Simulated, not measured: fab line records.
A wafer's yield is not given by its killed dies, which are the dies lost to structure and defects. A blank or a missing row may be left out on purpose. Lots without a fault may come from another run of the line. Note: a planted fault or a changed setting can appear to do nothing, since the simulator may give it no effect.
Which tool did it?	flow gf180mcu	13 lots with 39 wafers sampled at 4 steps, on a route of 602 steps

WHAT EACH GAUGE READ, for each wafer
GF_VT_IMPLANT_RS_MEAS_49: measurement is done with a four-point probe. Usual: for MVPSD_RS the level is 1168.6 ohm/sq and the standard deviation is 2.5.
lot	measured	on	MVPSD_RS (ohm/sq)	flag
L341	day 7 14:07	film metro-04	1172.3 1172.7 1168.8	
L342	day 7 21:56	film metro-01	1167.7 1168.1 1167.6	
L343	day 8 05:17	film metro-02	1165.3 1167.3 1164.5	
L344	day 8 12:41	film metro-01	1165.1 1164.6 1164.5	
L345	day 8 20:21	film metro-02	1169.2 1166.4 1167.4	
L346	day 9 00:38	film metro-02	1170.8 1169.1 1168.7	
L347	day 9 08:52	film metro-01	1169.9 1167.7 1170.4	
L351	day 10 11:58	film metro-04	1171.1 1175.4 1175.5	
L355	day 11 12:41	film metro-04	1208.4 1203.3 1205.2	OFF
L356	day 12 03:09	film metro-02	1198.2 1206.4 1205.4	OFF
L357	day 12 06:42	film metro-02	1167.1 1171.0 1169.3	
L359	day 12 21:15	film metro-01	1169.6 1171.0 1170.5	
L361	day 13 07:20	film metro-02	1168.8 1167.9 1169.4	

GF_DUAL_GATE_THK_MEAS_03. Usual: for DUAL_GATE_OXIDATION_00_THK the level is 10.86 nm and the standard deviation is 0.25.
lot	measured	on	DUAL_GATE_OXIDATION_00_THK (nm)	flag
L341	day 7 15:51	film metro-01	10.83 11.09 10.98	
L342	day 7 23:58	film metro-04	10.71 10.60 10.58	
L343	day 8 07:05	film metro-03	11.16 11.19 11.17	
L344	day 8 15:34	film metro-04	10.76 10.89 10.75	
L345	day 8 22:07	film metro-03	10.98 11.07 10.94	
L346	day 9 03:13	film metro-04	11.22 11.14 11.21	
L347	day 9 11:17	film metro-04	10.43 10.52 10.63	
L351	day 10 13:43	film metro-04	10.43 10.56 10.60	
L355	day 11 16:15	film metro-01	10.89 11.01 10.97	
L356	day 12 04:54	film metro-03	10.77 10.87 10.81	
L357	day 12 10:16	film metro-04	11.07 11.24 11.07	
L359	day 13 00:15	film metro-04	11.04 11.29 11.03	
L361	day 13 09:28	film metro-04	10.89 10.81 10.97	

WHICH TOOL RAN EACH LOT (tool, then ch and the chambers of the sampled wafers, then the start)
lot	GF_MVPSD_IMPLANT_08	GF_VT_IMPLANT_STRIP_20
L341	implanter-04 ch 0, day 5 01:12	plasma asher-01 ch 0,1, day 6 06:29
L342	implanter-03 ch 0, day 5 07:28	plasma asher-01 ch 1, day 6 13:32
L343	implanter-04 ch 0, day 5 13:20	plasma asher-03 ch 0,1, day 6 19:33
L344	implanter-04 ch 0, day 5 20:16	plasma asher-01 ch 0, day 7 02:56
L345	implanter-04 ch 0, day 6 02:18	plasma asher-02 ch 0,1, day 7 10:15
L346	implanter-03 ch 0, day 6 06:49	plasma asher-01 ch 0,1, day 7 14:20
L347	implanter-01 ch 0, day 6 14:18	plasma asher-02 ch 0,1, day 7 21:53
L351	implanter-03 ch 0, day 7 13:12	plasma asher-02 ch 0,1, day 8 23:30
L355	implanter-03 ch 0, day 8 12:14	plasma asher-02 ch 0,1, day 9 23:34
L356	implanter-03 ch 0, day 9 00:11	plasma asher-01 ch 0,1, day 10 12:02
L357	implanter-04 ch 0, day 9 03:09	plasma asher-02 ch 0,1, day 10 15:30
L359	implanter-04 ch 0, day 9 16:24	plasma asher-01 ch 0,1, day 11 05:45
L361	implanter-04 ch 0, day 10 01:39	plasma asher-02 ch 0,1, day 11 15:08
- GF_MVPSD_IMPLANT_08
- GF_VT_IMPLANT_STRIP_20: strips in O2/N2.

AS READ BY THE TOOLS THEMSELVES (means over the sampled wafers that have a number; for cases with no such wafer, the mark the record gives instead)
GF_VT_IMPLANT_STRIP_20. Usual: drypump motor current A 5.6 A, standard deviation 0.55; heater power w 325 W, standard deviation 27; oes product au 0.717 a.u., standard deviation 0.0046; strip time to endpoint s 12.64 s, standard deviation 0.037.
lot	tool	drypump motor current A (A)	heater power w (W)	oes product au (a.u.)	strip time to endpoint s (s)	flag
L341	plasma asher-01	6.2	337	0.711	12.65	
L342	plasma asher-01	6.1	321	0.720	12.66	
L343	plasma asher-03	5.5	303	0.718	12.68	
L344	plasma asher-01	6.3	342	0.720	12.69	
L345	plasma asher-02	5.2	339	0.718	12.62	
L346	plasma asher-01	6.2	336	0.717	12.65	
L347	plasma asher-02	5.2	341	0.717	12.67	
L351	plasma asher-02	4.9	318	0.715	12.66	
L355	plasma asher-02	5.0	316	0.716	12.67	
L356	plasma asher-01	6.1	328	0.717	12.67	
L357	plasma asher-02	5.2	338	0.720	12.64	
L359	plasma asher-01	6.2	336	0.710	12.63	
L361	plasma asher-02	5.2	342	0.714	12.63	

THE ANSWER, worked out from the rows above alone
Rule: lot off if the mean of its wafers having a number is beyond 3 standard deviations from the usual mean. A lot without any number at a reading at which 4 lots or more have one is off too. The other lots that the step has rows for count as sound. First the gauges in route order, then the tools' own readings, where a lot's mean is used as printed above. The first step at which some lot is off is used, and at that step the reading that is off furthest; a lot without a number counts as furthest.
Off: at GF_VT_IMPLANT_RS_MEAS_49 (MVPSD_RS), L355, L356.
A tool fits if, at a process step before that reading, it ran every lot that is off, and no sound lot after the first of them. The gauges at GF_VT_IMPLANT_RS_MEAS_49 are tried like those tools. One candidate fits, namely implanter-03 at GF_MVPSD_IMPLANT_08. A fault onset in the window from L351 (day 7 13:12, its last sound lot) to L355 (day 8 12:14, its first lot off) fits.

WHAT THE SIMULATOR HAD INSERTED
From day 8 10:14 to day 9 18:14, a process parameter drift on implanter-03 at GF_MVPSD_IMPLANT_08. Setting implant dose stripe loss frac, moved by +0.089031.
Shown lots that were struck: L355, L356. The rule given above showed the same thing.
